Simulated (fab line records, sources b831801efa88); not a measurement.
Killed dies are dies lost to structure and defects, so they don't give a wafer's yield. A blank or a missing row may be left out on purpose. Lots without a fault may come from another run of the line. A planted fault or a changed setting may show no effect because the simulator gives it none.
A struck lot beside a sound one | flow sky130 | 31 steps out of a route of 708
Sound: wafers L904.1, L904.3, L904.5. Struck: wafers L916.5, L916.6. (L916.2 of the same lot was not struck and is left out.) The cause comes at the end.
At each step with rows: each side's tool, then ch and its chambers, then its first start. Under that, the readings that differ: sound wafers | struck wafers | difference of the means | sigmas: that difference in standard deviations of wafers without a fault.
alike: readings whose means differ by less than 2 such deviations, and words and numbers that are the same on both sides. not compared: withheld readings, readings that some wafer has no value for, bounds like >300 that may hide the same value, and numbers for which the record gives no deviation and whose values overlap.
The two part at a step that has a row with sigmas, a row that says differs or no value, or rows on one side only. Numbers that don't overlap but have no deviation are shown without sigmas and don't part them. A reading that every wafer of one side lacks parts them only if that side has two wafers or more.

first, 3 steps without rows for these wafers: SKY_CONTACT_STRIP_20 (strips in post etch residue remover, time 1200 s); SKY_CONTACT_CLEAN_21 (cleans in IPA, time 180 s); SKY_CONTACT_CLEAN_22 (cleans in O3/DIW).
SKY_CONTACT_SPUTTER_23: material TiN, target thk 20 nm, time 80 s.
  sound on pvd_sputter-02, day 33 01:51; struck on pvd_sputter-01, day 36 19:27
  alike: throttle_valve_pct
then, 1 step without rows for these wafers: SKY_CONTACT_CVD_24 (deposits W, target thk 340 nm, time 102.12 s).
SKY_CONTACT_RS_MEAS_25: measures by four-point-probe.
  sound on film_metro-04, day 33 02:01; struck on film_metro-04, day 36 19:39
  alike: CONTACT_W_RS
SKY_CONTACT_THK_MEAS_26: measures by xrf.
  sound on film_metro-04, day 33 02:08; struck on film_metro-04, day 36 19:46
  alike: CONTACT_W_THK
then, 1 step without rows for these wafers: SKY_CONTACT_CMP_27 (polishes, stops on SiO2, t overpolish 15 s, target thk 0 nm).
SKY_METAL1_SPUTTER_00: material Ti, target thk 15 nm, time 10 s.
  sound on pvd_sputter-03, day 33 02:30; struck on pvd_sputter-04, day 36 20:07
  alike: throttle_valve_pct
then, 1 step without rows for these wafers: SKY_METAL1_SPUTTER_01 (material TiN, target thk 20 nm, time 16.7 s).
SKY_METAL1_SPUTTER_02: material AlCu, target thk 250 nm, time 13.3 s.
  sound on pvd_sputter-03, day 33 02:33; struck on pvd_sputter-04, day 36 20:09
  alike: throttle_valve_pct
then, 1 step without rows for these wafers: SKY_METAL1_SPUTTER_03 (material Ti, target thk 5 nm, time 3.3 s).
SKY_METAL1_SPUTTER_04: material TiN, target thk 70 nm, time 58.3 s.
  sound on pvd_sputter-03, day 33 02:35; struck on pvd_sputter-04, day 36 20:12
  reading                                    | sound             | struck      | difference | sigmas
  model.TiN_of_METAL1_SPUTTER_04.thk_nm (nm) | 69.16 69.62 69.29 | 112.2 111.1 | +42.3      |
  alike: throttle_valve_pct
SKY_METAL1_RS_MEAS_05: measures by four-point-probe.
  sound on film_metro-01, day 33 02:38; struck on film_metro-01, day 36 20:33
  alike: METAL1_ALCU_RS
  not compared: hold
SKY_METAL1_THK_MEAS_06: measures by xrf.
  sound on film_metro-01, day 33 02:46; struck on film_metro-01, day 36 22:07
  reading              | sound             | struck      | difference | sigmas
  METAL1_ALCU_THK (nm) | 250.2 250.5 250.6 | 220.7 222.0 | -29.1      | -10
  not compared: hold
then, 7 steps without rows for these wafers: SKY_METAL1_HMDS_08 (prime time 60 s); SKY_METAL1_COAT_09 (resist thk 60 nm); SKY_METAL1_COAT_10 (resist thk 450 nm); SKY_METAL1_SOFTBAKE_11 (time 90 s); SKY_METAL1_EXPOSE_12 (exposes mask MM1, target cd 140 nm); SKY_METAL1_PEB_13; SKY_METAL1_DEVELOP_14 (develop time 60 s).
SKY_METAL1_CD_MEAS_15: target cd 140 nm.
  sound on cd_sem-01, day 34 04:56; struck on cd_sem-01, day 37 22:07
  alike: cd_nm
SKY_METAL1_OVL_MEAS_16:
  sound on overlay-02, day 34 05:03; struck on overlay-01, day 37 22:13
  alike: METAL1_OVL
SKY_METAL1_DESCUM_17: chemistry O2, time 8 s.
  sound on rie_metal-01 ch 0,1, day 34 05:05; struck on rie_metal-01 ch 0,1, day 37 22:14
  alike: drypump_motor_current_A, oes_product_au, rf_fwd_power_W
  not compared: rf_hours_counter_h
SKY_METAL1_ETCH_18: etches BARC in N2/H2, stops on SiO2, time 45.9 s, target depth 60 nm.
  sound on rie_metal-01 ch 0,1, day 34 05:07; struck on rie_metal-01 ch 0,1, day 37 22:17
  alike: drypump_motor_current_A, oes_product_au, rf_fwd_power_W, throttle_valve_pct
  not compared: rf_hours_counter_h
then, 2 steps without rows for these wafers: SKY_METAL1_METAL_ETCH_19 (etches the open film in Cl2/BCl3, stops on SiO2, target depth 360 nm, time 78 s); SKY_METAL1_STRIP_20 (strips in O2/N2).
SKY_METAL1_STRIP_21: strips in post etch residue remover, time 1200 s.
  sound on wet_bench-04 ch 1, day 34 05:23; struck on wet_bench-01 ch 3, day 37 22:32
  reading                                    | sound             | struck      | difference | sigmas
  model.TiN_of_METAL1_SPUTTER_04.thk_nm (nm) | 68.74 69.19 68.86 | 111.8 110.7 | +42.3      |
then, 1 step without rows for these wafers: SKY_METAL1_CLEAN_22 (cleans in IPA, time 180 s).
-- the record jumps here: 12 days lie between the struck wafers' starts before and after (it left off in module METAL1 and takes up again in module PAD_OPEN, whose first step shown is number 708 of the route) --
SKY_PAD_OPEN_PROBE_99:
  sound on prober-01, day 46 21:53; struck on prober-01, day 49 14:46
  reading                       | sound             | struck      | difference | sigmas
  model.etest.via1_chain.rc_ohm | 15.64 15.59 16.43 | 18.29 18.94 | +2.73      |
  alike: defect_limited_yield, killed_at_M0_to_M3, killed_at_M4_up, killed_at_contacts, killed_at_front_end, killed_at_other, killed_dies, killed_open, killed_short, sort_bin_3_pad_short, sort_bin_5_function, sort_bin_6_memory, sort_n_pass, sort_yield_pct

WHERE THEY PART
Only at SKY_METAL1_THK_MEAS_06, within this record. Later steps at which nothing parts them and some readings are alike: SKY_METAL1_CD_MEAS_15, SKY_METAL1_OVL_MEAS_16, SKY_METAL1_DESCUM_17, SKY_METAL1_ETCH_18, SKY_PAD_OPEN_PROBE_99.

WHY: what the simulator had put in
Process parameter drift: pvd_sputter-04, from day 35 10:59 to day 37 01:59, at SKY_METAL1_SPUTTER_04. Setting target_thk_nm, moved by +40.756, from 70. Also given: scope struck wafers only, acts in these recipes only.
